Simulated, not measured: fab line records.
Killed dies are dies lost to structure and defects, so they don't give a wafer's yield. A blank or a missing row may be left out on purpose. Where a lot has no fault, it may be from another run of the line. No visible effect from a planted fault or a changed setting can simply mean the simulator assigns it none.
Problem report in the 8D (eight disciplines) form, filled by code    flow gf180mcu    the parts of the form that need people (team, actions taken, sign-off) are left out

## 1. WHAT IS WRONG
run_length_s at GF_SAB_WET_ETCH_12 reads a mean of 342.8 s on 6 wafers of 2 lots; wafers without a fault read 467.4 s with a standard deviation of 2.9. Relative to the usual mean, that is a shift of -43 standard deviations.
The step: etches SiO2 in dHF, target depth 22 nm, time 440 s.
First observed at day 22 05:07: wafer L143.1, on wet_bench-01. The record has a number at this step for 41 wafers belonging to 14 lots. Rule for "out" (also "out of limits"): further than 4 standard deviations from the usual mean. All remaining wafers that have a number are taken as sound.

## 2. WHAT IT IS AND WHAT IT IS NOT
question                     is                      is not
which readings at this step  run_length_s            -
which lots                   L143, L144              L125, L126, L127, L128, L130, L131, L132, L133, L135, L136, L137, L147
which wafers of those lots   all that have a number  -
read on which tools          wet_bench-01            wet_bench-02, wet_bench-04
when                         from day 22 05:07       up to then (32 sound wafers); but 3 sound wafers of L147 came after

## 3. THE SUSPECTS, EACH WITH WHAT RULES IT OUT
Counting: a tool stays on the suspect list if, at a process step up to the reading, it processed all lots that are out and no sound lot following the first of them.
- wet_bench-01 at GF_SAB_WET_ETCH_12 (etches SiO2 in dHF, target depth 22 nm, time 440 s): kept. All lots that are out passed through it, beginning with L143 at day 22 05:07, and no sound lot followed; its final sound lot before that point was L137 at day 20 04:44. Its own readings are out on those wafers: run_length_s.
Remaining after the count: wet_bench-01 at GF_SAB_WET_ETCH_12.

## 4. THE CAUSE (what the simulator had put in)
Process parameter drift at GF_SAB_WET_ETCH_12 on wet_bench-01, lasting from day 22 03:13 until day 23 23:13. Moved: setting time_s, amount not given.
Only this tool survived the counting.

## 5. THE EFFECT CHAIN, in route order
Each row: a reading where the mean over the struck wafers with a number is more than 3 standard deviations away from the usual. Readings are gone through only where the record gives a usual standard deviation; hours: the median, over the lots, of the time from a lot's start at the first step in this table giving one to that lot's start at this step; sigmas: the change measured in usual standard deviations.
hours  step                reading       usual    on struck wafers  change  sigmas
0      GF_SAB_WET_ETCH_12  run_length_s  467.4 s  342.8             -124.6  -43
It contains these process steps:
- GF_SAB_WET_ETCH_12: etches SiO2 in dHF, target depth 22 nm, time 440 s.

## 6. HOW IT WOULD HAVE BEEN CAUGHT EARLIER
2 hours passed between the start of the fault at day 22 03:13 and the first reading out of limits in this record, taken at day 22 05:07.
